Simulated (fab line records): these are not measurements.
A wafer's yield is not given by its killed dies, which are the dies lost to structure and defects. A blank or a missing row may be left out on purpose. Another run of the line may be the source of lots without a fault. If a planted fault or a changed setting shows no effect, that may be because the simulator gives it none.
Which tool was responsible? | flow sfq-line | 21 wafers from 7 lots sampled at 2 of the route's 325 steps

WHAT EACH GAUGE READ, for each wafer
SFQ_JJ_RS_MEAS_929: measurement is done with a four-point probe.
lot  | measured     | on            | JJ_NB_RS (ohm/sq)
L129 | day 49 14:50 | film-metro-03 | 1.041 1.033 1.046
L132 | day 51 16:03 | film-metro-02 | 1.032 1.032 1.026
L135 | day 52 15:17 | film-metro-03 | 1.059 1.069 1.059
L137 | day 57 11:04 | film-metro-03 | 1.048 1.045 1.047
L141 | day 58 22:46 | film-metro-03 | 1.041 1.060 1.049
L147 | day 62 11:38 | film-metro-02 | 1.040 1.049 1.052
L149 | day 63 02:05 | film-metro-04 | 1.053 1.066 1.068

EACH LOT AND THE TOOL THAT RAN IT (in order: tool; ch and the chambers of the sampled wafers; start)
lot  | SFQ_TRILAYER_I3_VIA_STRIP_STRIP_089
L129 | rie-metal-02 ch 0, day 43 00:46
L132 | rie-metal-02 ch 0,1, day 45 07:58
L135 | rie-metal-01 ch 0,1, day 46 10:22
L137 | rie-metal-01 ch 0,1, day 47 00:49
L141 | rie-metal-01 ch 0,1, day 48 10:25
L147 | rie-metal-01 ch 0,1, day 53 04:34
L149 | rie-metal-01 ch 0,1, day 53 09:22
- SFQ_TRILAYER_I3_VIA_STRIP_STRIP_089: strips in O2.

THE ANSWER, worked out from the rows above alone
Rule: usual is defined by the lots themselves. The widest of any qualifying gaps counts: lots, ordered by their means at a reading, are off when they make up no more than a third of the lots, leave a main group of 4 or more, and stand apart from it by 3 or more times the standard deviation of that group's means. The tables above print the reading to a certain number of digits; a main group whose means all agree to those digits is not used. Also off: a lot with no number at a reading for which 4 or more lots have one. Where the step has rows for the other lots, those lots are counted as sound.
No lot is off at any reading shown: from this, nothing can be told.

WHAT WAS PUT IN BY THE SIMULATOR
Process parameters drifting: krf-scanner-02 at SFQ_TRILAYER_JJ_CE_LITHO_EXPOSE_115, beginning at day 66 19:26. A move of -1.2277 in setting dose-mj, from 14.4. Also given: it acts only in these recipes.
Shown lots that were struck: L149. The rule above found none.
